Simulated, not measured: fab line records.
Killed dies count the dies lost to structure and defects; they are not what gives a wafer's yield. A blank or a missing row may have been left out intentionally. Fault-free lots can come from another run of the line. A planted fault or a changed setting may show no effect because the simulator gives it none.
Split-lot study    flow sfq-line    23 wafers read from 5 lots, route of 325 steps

## THE SPLIT
At SFQ_TRILAYER_JJ_CE_LITHO_COAT_114 (resist thk 600 nm), the setting resist-thk-nm was moved away from the recipe's 600 nm on 8 of the 23 wafers read, by -4.9% to +4.4%. The other wafers ran this setting at the recipe's value.

## BETWEEN THE SPLIT AND THE READING: the file shows 1 step in between
- SFQ_TRILAYER_JJ_CE_BARC_OPEN_RIE_150: chemistry O2, target BARC, target depth 240 nm, time 80 s (also split here: icp-w)

## THE READING
KrF_of_TRILAYER_JJ_CE_LITHO_COAT_114.thk-nm (the simulator's own value, which no gauge read), in nm, at SFQ_TRILAYER_JJ_CE_ETCH_RIE_118 (chemistry SF6, target Nb, stops on Al2O3, time 97.7 s, target depth 170 nm). There is no usual value for it anywhere in the file. Average 477.7 nm, standard deviation 2 nm, over the 15 wafers here run with the recipe.

wafer   tool, chamber at the split  resist-thk-nm as run, nm  against the recipe  KrF_of_TRILAYER_JJ_CE_LITHO_COAT_114.thk-nm, nm  against lot-mates on the recipe
L078.4  litho-track-04, 0           600                       recipe              475.6                                            -
L078.5  litho-track-04, 0           600                       recipe              476.5                                            -
L078.6  litho-track-04, 0           600                       recipe              478.2                                            -
L079.1  litho-track-03, 0           600                       recipe              479.7                                            -
L079.3  litho-track-03, 0           570.7                     -4.9%               448.9                                            -29.8
L079.4  litho-track-03, 0           570.7                     -4.9%               448.4                                            -30.2
L079.5  litho-track-03, 0           600                       recipe              477.6                                            -
L079.6  litho-track-03, 0           570.7                     -4.9%               448                                              -30.6
L080.1  litho-track-04, 0           600                       recipe              473.8                                            -
L080.2  litho-track-04, 0           600                       recipe              479.7                                            -
L080.3  litho-track-04, 0           619.4                     +3.2%               499.2                                            +23.5
L080.4  litho-track-04, 0           600                       recipe              473.7                                            -
L080.6  litho-track-04, 0           619.4                     +3.2%               496.9                                            +21.2
L084.1  litho-track-03, 0           626.6                     +4.4%               504.1                                            +24.3
L084.2  litho-track-03, 0           626.6                     +4.4%               507                                              +27.2
L084.4  litho-track-03, 0           600                       recipe              479.6                                            -
L084.5  litho-track-03, 0           626.6                     +4.4%               503.6                                            +23.8
L084.6  litho-track-03, 0           600                       recipe              480                                              -
L085.1  litho-track-04, 0           600                       recipe              477.8                                            -
L085.2  litho-track-04, 0           600                       recipe              477.1                                            -
L085.3  litho-track-04, 0           600                       recipe              479.7                                            -
L085.5  litho-track-04, 0           600                       recipe              478.3                                            -
L085.6  litho-track-04, 0           600                       recipe              477.7                                            -

THE FIT
A straight line over all 23 wafers: KrF_of_TRILAYER_JJ_CE_LITHO_COAT_114.thk-nm changes by +6.09 nm for each +1% of resist-thk-nm; r = +0.99; the points scatter about the line by 1.8 nm.
The same after taking each lot's own level away (the mean of its wafers on the recipe; 23 wafers): +6.08 nm for each +1%; r = +0.99; scatter 1.8 nm.
Per that fit: largest resist-thk-nm move, reading shift of 30 nm.
From 475.73 to 479.80 nm: that is the span of the lots' own levels, equal to 2.1 times the standard deviation above.
The two slopes agree, so the slope changes little with the lot-to-lot level.
Check: -29.8 nm against its lot-mates is what the line predicts for one of the wafers moved furthest among these (-4.9%) when that wafer is left out of the fit. It came out at -29.8 nm against them.

## ADDITIONAL SPLITS CARRIED BY THESE WAFERS
These wafers also went through other splits before the reading. Each is held against what the fit with the lots' levels taken away leaves over:
other split on the same wafers                    wafers away from the commonest value  r with KrF_of_TRILAYER_JJ_CE_LITHO_COAT_114.thk-nm (lot level and that fit taken away)
SFQ_TRILAYER_I4_VIA_ETCH_VIA_ETCH_106 source-w    9                                     -0.29
SFQ_TRILAYER_JJ_TRILAYER_DEP_SPUTTER_110 power-w  10                                    +0.25
SFQ_TRILAYER_JJ_CE_BARC_OPEN_RIE_150 icp-w        6                                     -0.03

## THE WHOLE CHAIN: every reading that the file lists as answering this split, in the file's order
step                               what it does                                                                reading                                                                                       change (the file's fit)               r (the file's)
SFQ_TRILAYER_JJ_CE_LITHO_COAT_114  resist thk 600 nm                                                           KrF_of_TRILAYER_JJ_CE_LITHO_COAT_114.thk-nm (the simulator's own value, which no gauge read)  +5.9 nm for each +1% of the setting   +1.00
SFQ_TRILAYER_JJ_CE_ETCH_RIE_118    chemistry SF6, target Nb, stops on Al2O3, time 97.7 s, target depth 170 nm  KrF_of_TRILAYER_JJ_CE_LITHO_COAT_114.thk-nm (the simulator's own value, which no gauge read)  +6.14 nm for each +1% of the setting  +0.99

## THE FILE'S OWN FIT
KrF_of_TRILAYER_JJ_CE_LITHO_COAT_114.thk-nm changes by +6.14 nm for each +1% of resist-thk-nm, r = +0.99.
